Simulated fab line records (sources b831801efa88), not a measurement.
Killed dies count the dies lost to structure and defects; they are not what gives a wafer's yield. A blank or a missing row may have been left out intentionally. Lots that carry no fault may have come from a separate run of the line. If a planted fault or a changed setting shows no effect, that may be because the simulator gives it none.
fab line records    flow sky130    part 2 of 2: steps 28 to 39 of 39
[record] lots = 5  wafers = 15  last_day = 50
route steps=708 shown SONOS_ONO@169 GATE_OXIDE@187 POLY_GATE@204 RES_PROTECT@206
lots with no fault: from the same line, run without faults
start_h: hours from the record's opening day to when the first of the lot's shown wafers began    wait_h: hours since the lot's step before    " same as the row above    L1.1+2: a row that stands for several wafers    - value missing, or start not given    * or withheld: withheld    < > ~ a bound
route shown NAME@n: a module of which the file shows steps, and the number in the route of the first    usual: the fault-free wafers' mean and standard deviation    same: alike in all rows    chamber/n: place in a boat    sites: each site's reading    _std_site: standard deviation of those values    _edge_site: inner sites' mean taken away from outer sites' mean    radius_mm: how far each site lies from the wafer's centre    mask NAME#n: copy n    behind: tool/chamber where the wafer was last shaped    hold: cause of the lot's hold/its duration in hours/its outcome    device: names the non-switching transistor (n, p or np)    end of line: the route-end tests of the same wafers    step lacking rows: just its recipe    killed: dies lost to structure and defects at the first sort, not the wafer's yield    map: per-die view of a wafer (x killed, . not killed, _ where there is no die)
set.NAME: the setting as run; set.NAME@STEP: as run at that earlier step    model.NAME: the simulator's own value behind a step, which no gauge read
lots at selected steps of the route; one table per step, one row per wafer
services: from which hour (start_h, from the record's first day; less than 0 if before it) a tool's chamber was out of use, for how many hours, and why
[[steps]]
[step SKY_GATE_OXIDE_DEVELOP_09]
[recipe] resist = NOVOLAK  developer = TMAH  develop_time_s = 60  dev_temp_c = 22.6
[usual] exhaust_pa = 45.2/0.83
lot.wafer  tool            chamber  start_h  wait_h  exhaust_pa
L076.2     litho_track-03  0        340.48   0.1     44.2
L076.3     "               0        "        "       43.6
L076.5     "               0        "        "       44.8
L086.1     litho_track-04  0        419.74   0.1     46.5
L086.5     "               0        "        "       45.4
L086.6     "               0        "        "       44.9
L088.1     litho_track-03  0        424.11   0.1     46.8
L088.2     "               0        "        "       46.4
L088.3     "               0        "        "       46.2
L090.2     litho_track-04  0        448.46   0.1     44.9
L090.3     "               0        "        "       44.2
L090.5     "               0        "        "       43.8
L095.1     litho_track-04  0        480.88   0.1     44.0
L095.4     "               0        "        "       44.6
L095.5     "               0        "        "       45.8
[step SKY_GATE_OXIDE_OVL_MEAS_10]
[usual] GATE_OXIDE_OVL = 0.6/1.5
lot.wafer  tool        chamber  start_h  wait_h  GATE_OXIDE_OVL[nm]
L076.2     overlay-02  -        340.61   0.1     0.0
L076.3     "           -        "        "       0.1
L076.5     "           -        "        "       -1.6
L086.1     overlay-01  -        419.89   0.1     0.0
L086.5     "           -        "        "       -0.4
L086.6     "           -        "        "       -0.6
L088.1     overlay-01  -        424.26   0.1     1.9
L088.2     "           -        "        "       0.7
L088.3     "           -        "        "       3.0
L090.2     overlay-01  -        448.59   0.1     1.7
L090.3     "           -        "        "       0.2
L090.5     "           -        "        "       1.6
L095.1     overlay-01  -        481.03   0.1     -0.7
L095.4     "           -        "        "       0.5
L095.5     "           -        "        "       -2.1
[step SKY_GATE_OXIDE_IMPLANT_11]
[recipe] species = B  energy_kev = 10  dose_cm2 = 2.6e+12  tilt_deg = withheld
lot.wafer   tool          chamber  start_h  wait_h
L076.2+3+5  implanter-04  0        340.67   0.0
L086.1+5+6  implanter-01  0        419.92   0.0
L088.1+2+3  implanter-04  0        424.29   0.0
L090.2+3+5  implanter-02  0        448.65   0.0
L095.1+4+5  implanter-01  0        481.07   0.0
[step SKY_GATE_OXIDE_WET_ETCH_12]
[recipe] chemistry = dHF  target_depth_nm = 16.8  dry = n2_spin  target = SiO2  dilution = 100:1  temp_c = 25  time_s = 336
[same] time_s = 336
lot.wafer   tool          chamber  start_h  wait_h
L076.2+3+5  wet_bench-01  1        340.79   0.1
L086.1+5+6  wet_bench-01  2        420.07   0.1
L088.1+2+3  wet_bench-01  2        424.44   0.1
L090.2+3+5  wet_bench-04  1        448.77   0.1
L095.1+4+5  wet_bench-01  0        481.22   0.1
[step SKY_GATE_OXIDE_STRIP_13]
[recipe] chemistry = O2/N2  power_w = 1400  pressure_mtorr = 1500  platen_temp_c = withheld  o2_flow_sccm = 3000  n2_flow_sccm = 300  overash_fraction = 0.5
[usual] drypump_motor_current_A = 6.0/0.35  oes_product_au = 0.716/0.0043  strip_time_to_endpoint_s = 14.20/0.039
lot.wafer  tool             chamber  start_h  wait_h  drypump_motor_current_A  oes_product_au  rf_hours_counter_h  strip_time_to_endpoint_s
L076.2     plasma_asher-03  0        340.90   0.0     5.7                      0.717           64                  14.24
L076.3     "                0        "        "       5.6                      0.713           -                   14.18
L076.5     "                0        "        "       5.7                      0.719           -                   14.25
L086.1     plasma_asher-04  0        420.17   0.0     6.4                      0.719           60                  14.17
L086.5     "                1        "        "       5.8                      0.713           -                   14.17
L086.6     "                0        "        "       6.4                      0.711           -                   14.15
L088.1     plasma_asher-02  0        424.55   0.0     6.0                      0.714           25                  14.22
L088.2     "                1        "        "       5.4                      0.719           25                  14.26
L088.3     "                0        "        "       6.0                      0.707           -                   14.20
L090.2     plasma_asher-04  0        448.87   0.0     6.4                      0.718           63                  14.17
L090.3     "                0        "        "       6.4                      0.718           -                   14.20
L090.5     "                0        "        "       6.4                      0.708           -                   14.15
L095.1     plasma_asher-04  1        481.32   0.0     5.8                      0.710           66                  14.18
L095.4     "                0        "        "       6.4                      0.719           -                   14.21
L095.5     "                0        "        "       6.4                      0.714           -                   14.21
[step SKY_GATE_OXIDE_TW_MEAS_14]
[usual] GATE_OXIDE_TW = 225.1/1.4
lot.wafer  tool           chamber  start_h  wait_h  GATE_OXIDE_TW
L076.2     film_metro-02  -        341.01   0.1     225.7
L076.3     "              -        "        "       227.5
L076.5     "              -        "        "       226.6
L086.1     film_metro-02  -        420.27   0.1     226.2
L086.5     "              -        "        "       226.7
L086.6     "              -        "        "       226.8
L088.1     film_metro-01  -        424.65   0.1     224.1
L088.2     "              -        "        "       224.5
L088.3     "              -        "        "       224.1
L090.2     film_metro-01  -        448.98   0.1     222.2
L090.3     "              -        "        "       222.2
L090.5     "              -        "        "       223.1
L095.1     film_metro-03  -        481.42   0.1     225.4
L095.4     "              -        "        "       224.8
L095.5     "              -        "        "       225.9
[step SKY_GATE_OXIDE_CLEAN_15]
[recipe] chemistry = SC1/SC2  mix = 1:4:20  temp_c = 70  time_s = 150  dry = n2_spin
[same] time_s = 150
lot.wafer   tool          chamber  start_h  wait_h
L076.2+3+5  wet_bench-02  3        341.06   0.0
L086.1+5+6  wet_bench-02  1        420.33   0.1
L088.1+2+3  wet_bench-04  3        424.71   0.1
L090.2+3+5  wet_bench-01  1        449.03   0.0
L095.1+4+5  wet_bench-04  0        481.48   0.1
[step SKY_GATE_OXIDE_OXIDATION_16]
[recipe] temp_c = 800  ambient = O2  idle_temp_c = 700  ramp_up_c_per_min = 10  ramp_down_c_per_min = 3  stabilise_s = 600  purge_s = 300  target_thk_a = 35.7  ox_time_s = 1915
lot.wafer   tool        chamber  start_h  wait_h
L076.2+3+5  furnace-01  0        341.63   0.5
L086.1+5+6  furnace-01  0        421.93   1.5
L088.1+2+3  furnace-01  0        424.89   0.1
L090.2+3+5  furnace-01  0        449.08   0.0
L095.1+4+5  furnace-02  0        481.54   0.0
[step SKY_POLY_GATE_CVD_00]
[recipe] material = poly-Si  target_thk_nm = 180  temp_c = 620  time_s = 720  pressure_mtorr = 200
[same] time_s = 720
lot.wafer   tool      chamber  start_h  wait_h
L076.2+3+5  lpcvd-01  1        343.16   0.0
L086.1+5+6  lpcvd-01  1        423.46   0.0
L088.1+2+3  lpcvd-01  0        426.42   0.0
L090.2+3+5  lpcvd-01  0        450.61   0.0
L095.1+4+5  lpcvd-01  1        483.07   0.0
[step SKY_POLY_GATE_THK_MEAS_01]
[recipe] reads = poly-Si_of_POLY_GATE_CVD_00
[usual] POLY_GATE_CVD_00_THK = 179.3/1.7
lot.wafer  tool           chamber  start_h  wait_h  POLY_GATE_CVD_00_THK[nm]
L076.2     film_metro-04  -        344.37   0.0     176.9
L076.3     "              -        "        "       177.7
L076.5     "              -        "        "       175.6
L086.1     film_metro-04  -        424.66   0.0     181.8
L086.5     "              -        "        "       181.1
L086.6     "              -        "        "       180.9
L088.1     film_metro-04  -        428.22   0.0     182.6
L088.2     "              -        "        "       183.1
L088.3     "              -        "        "       181.9
L090.2     film_metro-04  -        451.82   0.0     180.9
L090.3     "              -        "        "       181.9
L090.5     "              -        "        "       182.7
L095.1     film_metro-02  -        484.27   0.0     180.4
L095.4     "              -        "        "       179.4
L095.5     "              -        "        "       179.9
[step SKY_RES_PROTECT_DEHYDRATE_00]
[recipe] temp_c = 200  time_s = 60
[usual] exhaust_pa = 45.2/0.96
[same] time_s = 60
lot.wafer  tool            chamber  start_h  wait_h  exhaust_pa
L076.2     litho_track-03  0        356.18   11.8    45.8
L076.3     "               0        "        "       45.4
L076.5     "               0        "        "       46.0
L086.1     litho_track-02  0        439.17   14.5    45.0
L086.5     "               0        "        "       44.2
L086.6     "               0        "        "       45.2
L088.1     litho_track-02  0        441.97   13.7    46.7
L088.2     "               0        "        "       45.7
L088.3     "               0        "        "       46.1
L090.2     litho_track-03  0        467.08   15.2    43.5
L090.3     "               0        "        "       46.4
L090.5     "               0        "        "       44.4
L095.1     litho_track-02  0        499.47   15.2    45.9
L095.4     "               0        "        "       46.1
L095.5     "               0        "        "       46.0
[step SKY_RES_PROTECT_HMDS_01]
[recipe] prime_time_s = 60  prime_temp_c = 120
[usual] exhaust_pa = 45.2/0.95
lot.wafer  tool            chamber  start_h  wait_h  exhaust_pa
L076.2     litho_track-03  0        356.33   0.1     43.8
L076.3     "               0        "        "       44.7
L076.5     "               0        "        "       44.7
L086.1     litho_track-02  0        439.32   0.1     45.8
L086.5     "               0        "        "       45.4
L086.6     "               0        "        "       45.8
L088.1     litho_track-02  0        442.12   0.1     44.4
L088.2     "               0        "        "       44.8
L088.3     "               0        "        "       45.2
L090.2     litho_track-03  0        467.23   0.1     44.4
L090.3     "               0        "        "       44.9
L090.5     "               0        "        "       46.1
L095.1     litho_track-02  0        499.62   0.1     45.4
L095.4     "               0        "        "       44.6
L095.5     "               0        "        "       45.3
[[services]]
tool              chamber  start_h  hours  kind
iline_stepper-02  -        261.91   4.4    pm
furnace-02        -        263.00   5.5    pm
iline_stepper-01  -        267.05   3.0    repair
furnace-02        -        291.45   2.9    pm
rie_diel-04       0        294.59   5.3    repair
furnace-01        -        295.39   1.8    pm
implanter-04      -        300.17   2.1    repair
furnace-01        -        302.65   3.5    pm
plasma_asher-02   -        310.34   15.1   repair
iline_stepper-01  -        334.58   2.0    repair
lpcvd-03          -        343.70   0.9    repair
plasma_asher-04   -        347.86   14.6   pm
rie_diel-02       1        351.07   11.4   repair
wet_bench-04      -        358.70   2.2    repair
plasma_asher-04   -        378.97   2.8    pm
iline_stepper-02  -        385.90   1.7    pm
iline_stepper-01  -        387.88   2.8    repair
iline_stepper-02  -        388.98   0.8    repair
iline_stepper-01  -        404.67   1.7    pm
wet_bench-02      -        432.58   44.6   repair
furnace-02        -        458.19   4.1    pm
plasma_asher-02   -        460.86   2.0    repair
furnace-01        -        470.28   3.5    pm
plasma_asher-02   -        485.50   0.8    repair
